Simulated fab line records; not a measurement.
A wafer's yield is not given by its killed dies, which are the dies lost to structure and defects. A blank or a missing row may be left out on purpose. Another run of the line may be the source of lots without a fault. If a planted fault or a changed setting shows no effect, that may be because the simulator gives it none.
A single fault, viewed from 2 desks ; flow gf180mcu ; only its own numbers are on each desk; what lay behind them is given at the end

## THE METROLOGY DESK
Means of the sampled wafers that have a number, per lot and without regard to the tool the lot ran on: this is what the gauges read. Marked OUT: a lot whose mean sits more than 4 standard deviations from the usual mean, which makes it out of limits; the brackets give that distance.
Columns: A = V2_W_RS at GF_V2_RS_MEAS_24, usual 0.323 ohm/sq; B = V2_W_THK at GF_V2_THK_MEAS_25, usual 361 nm
lot;first seen here;A;B
L957;day 21 11:12;0.320;366
L960;day 22 10:28;0.334;347
L966;day 24 22:50;0.328;356
L967;day 25 02:29;0.329;355
L968;day 25 09:48;0.317;369
L971;day 26 03:21;0.329;353
This desk's finding: nothing out of limits on any of the 6 lots.

## AT THE TOOL OWNER'S DESK: pvd sputter-03
The tool's own readings at GF_M3_SPUTTER_03 (material Ti, target thk 10 nm, time 6.7 s): means of the sampled wafers that have a number, for each lot that ran on this tool. Marked OUT: a lot whose mean sits more than 4 standard deviations from the usual mean, which makes it out of limits; the brackets give that distance.
Columns: A = throttle valve pct at GF_M3_SPUTTER_03, usual 29.8 %
lot;first seen here;A
L957;day 21 11:47;29.9
L960;day 22 11:06;31.1
L971;day 26 03:59;28.4
This desk's finding: nothing out of limits on any of the 3 lots.

## PUT TOGETHER
The metrology desk saw nothing out of limits.
Nothing out of limits was seen by the tool owner's desk.

## WHAT THE SIMULATOR PUT IN
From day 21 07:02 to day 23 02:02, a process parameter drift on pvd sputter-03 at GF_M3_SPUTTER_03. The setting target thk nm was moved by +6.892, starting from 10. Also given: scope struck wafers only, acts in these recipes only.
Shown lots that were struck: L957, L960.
